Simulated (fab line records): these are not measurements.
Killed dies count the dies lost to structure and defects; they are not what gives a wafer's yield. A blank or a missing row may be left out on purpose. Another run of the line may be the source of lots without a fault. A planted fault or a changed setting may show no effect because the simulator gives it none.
The tool behind it: which one? -- flow gf180mcu -- 33 wafers from 11 lots sampled at 6 of the route's 602 steps

== WHAT THE GAUGES SHOWED, per wafer ==
GF_TOP_METAL_RS_MEAS_05: measures by four-point-probe. Usual: TOP_METAL_ALCU_RS typically reads 0.03275 ohm/sq, with standard deviation 0.00029.
lot,measured,on,TOP_METAL_ALCU_RS (ohm/sq),flag
L527,day 27 01:28,filmMetro-04,0.03255 0.03247 0.03234,
L528,day 28 00:50,filmMetro-03,0.03271 0.03275 0.0332,
L531,day 28 15:54,filmMetro-04,0.03216 0.03237 0.03229,
L532,day 28 19:18,filmMetro-03,0.03272 0.03298 0.03275,
L533,day 29 00:09,filmMetro-02,0.0327 0.03205 0.03254,
L536,day 30 02:11,filmMetro-02,0.03255 0.03243 0.03247,
L539,day 30 22:34,filmMetro-04,0.03275 0.03258 0.03261,
L540,day 31 03:43,filmMetro-04,0.03308 0.04281 0.04248 0.03313 0.04277 0.04242,OFF
L543,day 32 02:20,filmMetro-04,0.043 0.03336 0.04335 0.043 0.03331 0.04318,OFF
L544,day 32 07:09,filmMetro-03,0.03239 0.03254 0.03253,
L550,day 33 14:05,filmMetro-03,0.0327 0.03283 0.03283,

GF_TOP_METAL_THK_MEAS_06: measures by xrf. Usual: TOP_METAL_ALCU_THK typically reads 899 nm, with standard deviation 9.7.
lot,measured,on,TOP_METAL_ALCU_THK (nm),flag
L527,day 27 01:35,filmMetro-04,906 902 908,
L528,day 28 00:56,filmMetro-03,901 901 890,
L531,day 28 16:01,filmMetro-04,919 918 915,
L532,day 28 19:25,filmMetro-03,902 895 902,
L533,day 29 00:16,filmMetro-02,887 913 893,
L536,day 30 02:17,filmMetro-02,895 900 899,
L539,day 30 22:41,filmMetro-04,913 910 914,
L540,day 31 06:38,filmMetro-04,888 689 696 885 687 692,OFF
L543,day 32 04:47,filmMetro-04,690 891 686 694 889 687,OFF
L544,day 32 07:16,filmMetro-03,904 897 894,
L550,day 33 14:11,filmMetro-03,898 897 891,

== TOOL THAT RAN EACH LOT (tool first, then ch and the chambers of the sampled wafers, then the start) ==
lot,GF_MIM_SPUTTER_03,GF_MIM_SPUTTER_07,GF_M5_ETCH_09,GF_TOP_METAL_SPUTTER_02
L527,"pvdSputter-03, day 24 06:34","pvdSputter-01, day 24 06:43","rieDiel-01 ch 0,1,3, day 26 01:34","pvdSputter-04, day 27 01:22"
L528,"pvdSputter-03, day 25 07:44","pvdSputter-01, day 25 07:53","rieDiel-01 ch 0,2,3, day 27 01:48","pvdSputter-02, day 28 00:42"
L531,"pvdSputter-02, day 25 23:47","pvdSputter-01, day 25 23:56","rieDiel-04 ch 0,1,3, day 27 17:38","pvdSputter-04, day 28 15:47"
L532,"pvdSputter-03, day 26 02:14","pvdSputter-01, day 26 02:23","rieDiel-04 ch 0,2,3, day 27 20:15","pvdSputter-03, day 28 19:11"
L533,"pvdSputter-02, day 26 09:02","pvdSputter-01, day 26 09:11","rieDiel-01 ch 0,2,3, day 28 02:10","pvdSputter-03, day 29 00:02"
L536,"pvdSputter-02, day 27 11:05","pvdSputter-03, day 27 11:14","rieDiel-01 ch 0,1,3, day 29 03:41","pvdSputter-04, day 30 02:04"
L539,"pvdSputter-01, day 28 09:42","pvdSputter-02, day 28 09:51","rieDiel-01 ch 1,3, day 30 00:50","pvdSputter-04, day 30 22:29"
L540,"pvdSputter-03, day 28 17:23","pvdSputter-01, day 28 17:33","rieDiel-01 ch 1,3, day 30 07:18","pvdSputter-04, day 31 03:37"
L543,"pvdSputter-02, day 29 11:07","pvdSputter-03, day 29 11:17","rieDiel-01 ch 0,2,3, day 30 23:59","pvdSputter-04, day 32 02:15"
L544,"pvdSputter-01, day 29 21:59","pvdSputter-03, day 29 22:08","rieDiel-01 ch 0,1,2, day 31 10:59","pvdSputter-02, day 32 06:59"
L550,"pvdSputter-02, day 31 08:49","pvdSputter-03, day 31 08:58","rieDiel-01 ch 0,1,3, day 32 19:14","pvdSputter-02, day 33 13:58"
- GF_MIM_SPUTTER_03: material Ti, target thk 10 nm, time 6.7 s.
- GF_MIM_SPUTTER_07: material TiN, target thk 60 nm, time 50 s.
- GF_M5_ETCH_09: etches Si3N4 in CF4/O2, target depth 52 nm, time 11.6 s.
- GF_TOP_METAL_SPUTTER_02: material AlCu, target thk 900 nm, time 47.82 s.

== AS READ BY THE TOOLS THEMSELVES (means over the sampled wafers that have a number; for cases with no such wafer, the mark the record gives instead) ==
GF_MIM_SPUTTER_03. Usual: throttleValvePct 30.3 %, standard deviation 1.3.
lot,tool,throttleValvePct (%),flag
L527,pvdSputter-03,29.6,
L528,pvdSputter-03,29.9,
L531,pvdSputter-02,30.4,
L532,pvdSputter-03,29.8,
L533,pvdSputter-02,30.3,
L536,pvdSputter-02,31.3,
L539,pvdSputter-01,29.6,
L540,pvdSputter-03,29.9,
L543,pvdSputter-02,31.6,
L544,pvdSputter-01,29.2,
L550,pvdSputter-02,30.4,

GF_MIM_SPUTTER_07. Usual: throttleValvePct 30.2 %, standard deviation 1.2.
lot,tool,throttleValvePct (%),flag
L527,pvdSputter-01,29.9,
L528,pvdSputter-01,28.9,
L531,pvdSputter-01,29.9,
L532,pvdSputter-01,30.7,
L533,pvdSputter-01,29.7,
L536,pvdSputter-03,29.5,
L539,pvdSputter-02,30.1,
L540,pvdSputter-01,30.2,
L543,pvdSputter-03,29.7,
L544,pvdSputter-03,30.1,
L550,pvdSputter-03,30.4,

GF_M5_ETCH_09. Usual: drypumpMotorCurrentA 5.7 A, standard deviation 0.4; oesProductAu 0.998 a.u., standard deviation 0.0073; throttleValvePct 5.970 %, standard deviation 0.0091.
lot,tool,drypumpMotorCurrentA (A),oesProductAu (a.u.),throttleValvePct (%),flag
L527,rieDiel-01,5.8,0.996,5.969,
L528,rieDiel-01,5.9,1.001,5.966,
L531,rieDiel-04,5.5,1.008,5.973,
L532,rieDiel-04,5.5,0.994,5.964,
L533,rieDiel-01,6.0,0.992,5.974,
L536,rieDiel-01,5.7,0.999,5.970,
L539,rieDiel-01,5.4,1.000,5.969,
L540,rieDiel-01,5.7,0.995,5.967,
L543,rieDiel-01,5.9,0.995,5.969,
L544,rieDiel-01,5.7,0.996,5.957,
L550,rieDiel-01,5.7,0.999,5.977,

GF_TOP_METAL_SPUTTER_02. Usual: throttleValvePct 30.0 %, standard deviation 1.1.
lot,tool,throttleValvePct (%),flag
L527,pvdSputter-04,29.9,
L528,pvdSputter-02,31.4,
L531,pvdSputter-04,29.4,
L532,pvdSputter-03,30.0,
L533,pvdSputter-03,29.9,
L536,pvdSputter-04,29.5,
L539,pvdSputter-04,29.2,
L540,pvdSputter-04,30.4,
L543,pvdSputter-04,30.5,
L544,pvdSputter-02,30.0,
L550,pvdSputter-02,30.0,

== THE ANSWER, worked out from the rows above alone ==
Rule: a lot counts as off when the mean over its wafers that have a number is more than 3 standard deviations away from the usual mean. A lot without any number at a reading at which 4 lots or more have one is off too. Where the step has rows for the other lots, those lots are counted as sound. The gauges are gone through in route order, then the tools' own readings, and for those a lot's mean is taken as printed above. The first step at which some lot is off is used, and at that step the reading that is off furthest; a lot without a number counts as furthest.
Off: L540, L543, at GF_TOP_METAL_RS_MEAS_05 (TOP_METAL_ALCU_RS).
A tool fits if, at a process step before that reading, it ran every lot that is off, and no sound lot after the first of them. The gauges at GF_TOP_METAL_RS_MEAS_05 are tried like those tools. Can't be told from this: 2 tools fit, pvdSputter-04 at GF_TOP_METAL_SPUTTER_02, filmMetro-04 at GF_TOP_METAL_RS_MEAS_05.

== WHAT WAS PUT IN BY THE SIMULATOR ==
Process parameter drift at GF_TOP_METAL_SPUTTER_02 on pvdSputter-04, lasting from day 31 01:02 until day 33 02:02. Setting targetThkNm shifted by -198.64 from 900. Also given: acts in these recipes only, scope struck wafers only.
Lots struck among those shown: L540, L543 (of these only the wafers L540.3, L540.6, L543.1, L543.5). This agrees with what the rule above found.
